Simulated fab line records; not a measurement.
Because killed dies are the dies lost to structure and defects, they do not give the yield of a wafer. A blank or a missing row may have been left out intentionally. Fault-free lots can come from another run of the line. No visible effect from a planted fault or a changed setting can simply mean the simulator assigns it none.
One fault seen from 2 desks || flow sky130 || only its own numbers are on each desk; what lay behind them is given at the end

== TOOL OWNER'S DESK, lpcvd-02 ==
The tool's own readings at SKY_SONOS_ONO_CVD_02 (deposits Si3N4 from DCS/NH3, target thk 10.5 nm, time 180 s): means of the sampled wafers that have a number, for each lot that ran on this tool. The brackets show how far a lot's mean lies from the usual mean; more than 4 standard deviations puts the lot out of limits, marked OUT.
Columns: A = spike_tc_bottom_C at SKY_SONOS_ONO_CVD_02, usual 788.7 C; B = spike_tc_centre_C at SKY_SONOS_ONO_CVD_02, usual 771.5 C; C = spike_tc_lower_C at SKY_SONOS_ONO_CVD_02, usual 770.8 C; D = spike_tc_top_C at SKY_SONOS_ONO_CVD_02, usual 784.1 C; E = spike_tc_upper_C at SKY_SONOS_ONO_CVD_02, usual 769.2 C; F = zone_power_lower_pct at SKY_SONOS_ONO_CVD_02, usual 13.7 %
{"lot": "L201", "first seen here": "day 12 10:57", "A": 787.6, "B": 771.4, "C": 769.4, "D": 782.8, "E": 768.8, "F": 14.0}
{"lot": "L202", "first seen here": "day 12 14:34", "A": 787.9, "B": 770.7, "C": 771.6, "D": 783.7, "E": 768.3, "F": 13.9}
{"lot": "L203", "first seen here": "day 13 01:17", "A": 788.9, "B": 771.1, "C": 770.3, "D": 783.4, "E": 767.9, "F": 14.0}
{"lot": "L204", "first seen here": "day 13 03:31", "A": 789.1, "B": 770.9, "C": 770.7, "D": 786.4, "E": 769.6, "F": 12.7}
{"lot": "L205", "first seen here": "day 13 06:49", "A": 788.4, "B": 772.0, "C": 771.2, "D": 783.1, "E": 768.7, "F": 14.2}
{"lot": "L206", "first seen here": "day 13 09:04", "A": 788.4, "B": 771.7, "C": 771.1, "D": 783.1, "E": 767.8, "F": 14.0}
{"lot": "L207", "first seen here": "day 13 22:53", "A": 787.2, "B": 771.9, "C": 770.8, "D": 783.2, "E": 768.2, "F": 14.1}
{"lot": "L208", "first seen here": "day 14 01:08", "A": 787.9, "B": 771.3, "C": 769.9, "D": 783.7, "E": 769.4, "F": 14.1}
{"lot": "L215", "first seen here": "day 15 23:49", "A": "782.3 (-4.2) OUT", "B": "763.5 (-8.0) OUT", "C": "762.8 (-7.2) OUT", "D": 778.1, "E": "762.3 (-6.3) OUT", "F": 12.6}
{"lot": "L217", "first seen here": "day 17 02:43", "A": 788.3, "B": 772.0, "C": 771.5, "D": 783.1, "E": 768.4, "F": 14.0}
{"lot": "L219", "first seen here": "day 17 10:27", "A": 788.2, "B": 771.4, "C": 771.0, "D": 782.9, "E": 769.8, "F": 14.1}
This desk's verdict: out of limits on L215, starting with L215 at day 15 23:49 (spike_tc_bottom_C at SKY_SONOS_ONO_CVD_02). L201, L202, L203, L204, L205, L206, L207, L208, L217, L219: within limits.

== THE METROLOGY DESK ==
Lot by lot, what the gauges showed, no matter which tool ran the lot: averages of those sampled wafers that carry a number. The brackets show how far a lot's mean lies from the usual mean; more than 4 standard deviations puts the lot out of limits, marked OUT.
Columns: A = VT_ADJUST_LVTN_OVL at SKY_VT_ADJUST_LVTN_OVL_MEAS_07, usual -0.5 nm; B = VT_ADJUST_HVTR_TW at SKY_VT_ADJUST_HVTR_TW_MEAS_11, usual 211.2; C = VT_ADJUST_PCH_OVL at SKY_VT_ADJUST_PCH_OVL_MEAS_07, usual -0.2 nm; D = SONOS_ONO_CVD_02_THK at SKY_SONOS_ONO_THK_MEAS_03, usual 10.47 nm
{"lot": "L201", "first seen here": "day 7 17:26", "A": -4.2, "B": 213.2, "C": -0.7, "D": 10.43}
{"lot": "L202", "first seen here": "day 7 18:22", "A": -2.1, "B": 209.7, "C": -1.5, "D": 10.47}
{"lot": "L203", "first seen here": "day 8 02:45", "A": 0.3, "B": 213.8, "C": 1.2, "D": 10.30}
{"lot": "L204", "first seen here": "day 8 06:32", "A": 2.8, "B": 211.3, "C": 0.2, "D": 10.58}
{"lot": "L205", "first seen here": "day 8 09:20", "A": -0.5, "B": 212.2, "C": 1.0, "D": 10.41}
{"lot": "L206", "first seen here": "day 8 10:01", "A": -0.6, "B": 208.3, "C": -1.5, "D": 10.59}
{"lot": "L207", "first seen here": "day 8 21:29", "A": -0.5, "B": 212.4, "C": 0.7, "D": 10.55}
{"lot": "L208", "first seen here": "day 8 21:38", "A": -1.4, "B": 212.1, "C": -2.7, "D": 10.33}
{"lot": "L215", "first seen here": "day 10 15:41", "A": 0.5, "B": 212.3, "C": 0.6, "D": "8.77 (-12) OUT"}
{"lot": "L217", "first seen here": "day 11 10:44", "A": 0.4, "B": 209.6, "C": 2.4, "D": 10.60}
{"lot": "L219", "first seen here": "day 11 17:49", "A": 0.9, "B": 212.7, "C": -1.8, "D": 10.51}
This desk's finding: out of limits on L215; first on L215, day 16 00:52 (SONOS_ONO_CVD_02_THK at SKY_SONOS_ONO_THK_MEAS_03). L201, L202, L203, L204, L205, L206, L207, L208, L217, L219: within limits.

== TAKEN TOGETHER ==
At day 15 23:49, on L215, the tool owner's desk was in a position to raise an alarm.
At day 16 00:52 the metrology desk could have sounded an alarm, on L215.
Every lot named ran SKY_SONOS_ONO_CVD_02 on lpcvd-02.

== WHAT HAD BEEN PUT IN BY THE SIMULATOR ==
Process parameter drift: lpcvd-02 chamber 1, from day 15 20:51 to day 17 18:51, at SKY_SONOS_ONO_CVD_02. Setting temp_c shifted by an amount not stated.
Lots struck among those shown: L215.
Hours from the fault's start to each desk's first reading out of limits: the tool owner's desk, 3; the metrology desk, 4.
